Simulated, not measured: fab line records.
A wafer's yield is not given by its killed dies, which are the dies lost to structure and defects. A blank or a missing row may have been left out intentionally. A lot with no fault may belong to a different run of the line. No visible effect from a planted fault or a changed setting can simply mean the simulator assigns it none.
Which tool was responsible? :: flow gf180mcu :: Sampling: 6 lots, 18 wafers, 5 of 602 route steps

== WHAT EACH GAUGE READ, for each wafer ==
GF_PASSIVATION_THK_MEAS_01.
lot: L140
measured: day 28 11:37
on: film-metro-01
PASSIVATION_CVD_00_THK (nm): 971 969 993

lot: L142
measured: day 29 02:13
on: film-metro-03
PASSIVATION_CVD_00_THK (nm): 1024 999 985

lot: L146
measured: day 30 10:43
on: film-metro-01
PASSIVATION_CVD_00_THK (nm): 998 982 1032

lot: L149
measured: day 31 04:48
on: film-metro-02
PASSIVATION_CVD_00_THK (nm): 995 992 1011

lot: L154
measured: day 32 19:04
on: film-metro-02
PASSIVATION_CVD_00_THK (nm): 980 1006 1007

lot: L162
measured: day 34 06:16
on: film-metro-03
PASSIVATION_CVD_00_THK (nm): 961 994 1585 960 993 1585

== WHAT TOOL EACH LOT RAN ON (gives the tool, then ch and the chambers of the sampled wafers, and finally the start) ==
lot: L140
GF_M5_ETCH_09: rie-diel-01 ch 0,1,3, day 26 15:31
GF_V5_CVD_23: cvd-w-01 ch 0,1, day 27 13:25
GF_TOP_METAL_SPUTTER_01: pvd-sputter-01, day 27 14:21
GF_PASSIVATION_CVD_00: pecvd-03 ch 0,1,2, day 28 11:33

lot: L142
GF_M5_ETCH_09: rie-diel-03 ch 0,1,3, day 27 06:50
GF_V5_CVD_23: cvd-w-01 ch 0,1, day 28 05:10
GF_TOP_METAL_SPUTTER_01: pvd-sputter-01, day 28 05:49
GF_PASSIVATION_CVD_00: pecvd-01 ch 0,1,2, day 29 02:07

lot: L146
GF_M5_ETCH_09: rie-diel-02 ch 2,3, day 28 16:40
GF_V5_CVD_23: cvd-w-02 ch 0,1, day 29 14:01
GF_TOP_METAL_SPUTTER_01: pvd-sputter-01, day 29 14:40
GF_PASSIVATION_CVD_00: pecvd-01 ch 0,1,2, day 30 10:38

lot: L149
GF_M5_ETCH_09: rie-diel-01 ch 0,1,2, day 29 13:02
GF_V5_CVD_23: cvd-w-02 ch 0,1, day 30 09:44
GF_TOP_METAL_SPUTTER_01: pvd-sputter-02, day 30 10:28
GF_PASSIVATION_CVD_00: pecvd-03 ch 0,1, day 31 04:43

lot: L154
GF_M5_ETCH_09: rie-diel-02 ch 0,1,2, day 31 04:52
GF_V5_CVD_23: cvd-w-01 ch 0,1, day 32 01:02
GF_TOP_METAL_SPUTTER_01: pvd-sputter-04, day 32 01:55
GF_PASSIVATION_CVD_00: pecvd-03 ch 0,1, day 32 18:58

lot: L162
GF_M5_ETCH_09: rie-diel-03 ch 2,3, day 32 18:55
GF_V5_CVD_23: cvd-w-01 ch 0,1, day 33 13:21
GF_TOP_METAL_SPUTTER_01: pvd-sputter-04, day 33 14:03
GF_PASSIVATION_CVD_00: pecvd-01 ch 0,1,2, day 34 06:11
- GF_M5_ETCH_09: etches Si3N4 in CF4/O2, target depth 52 nm, time 11.6 s.
- GF_V5_CVD_23: deposits W, target thk 350 nm, time 104.9 s.
- GF_TOP_METAL_SPUTTER_01: material TiN, target thk 30 nm, time 25 s.
- GF_PASSIVATION_CVD_00: deposits SiO2 from TEOS, target thk 1000 nm, time 111.95 s.

== THE ANSWER, worked out from the rows above alone ==
Rule: the lots themselves supply what counts as usual. Put in order of their means at a reading, lots are off if they are a third of the lots or fewer, leave a main group of 4 or more, and stand apart from it by a gap of 3 or more times the standard deviation of the main group's means; of several such gaps the widest counts. If all means in a main group match to the digits the tables above print for the reading, that group is not used. Also off: a lot with no number at a reading for which 4 or more lots have one. All remaining lots with rows at the step are treated as sound.
Off: L162, seen at GF_PASSIVATION_THK_MEAS_01 (PASSIVATION_CVD_00_THK). The main group: mean 996 nm, standard deviation 9.6.
A tool fits if, at a process step before that reading, it ran every lot that is off, and no sound lot after the first of them. Those tools and the gauges at GF_PASSIVATION_THK_MEAS_01 are tried in the same way. Can't be told from this: 5 tools fit, rie-diel-03 at GF_M5_ETCH_09, cvd-w-01 at GF_V5_CVD_23, pvd-sputter-04 at GF_TOP_METAL_SPUTTER_01, pecvd-01 at GF_PASSIVATION_CVD_00, film-metro-03 at GF_PASSIVATION_THK_MEAS_01.

== WHAT HAD BEEN PUT IN BY THE SIMULATOR ==
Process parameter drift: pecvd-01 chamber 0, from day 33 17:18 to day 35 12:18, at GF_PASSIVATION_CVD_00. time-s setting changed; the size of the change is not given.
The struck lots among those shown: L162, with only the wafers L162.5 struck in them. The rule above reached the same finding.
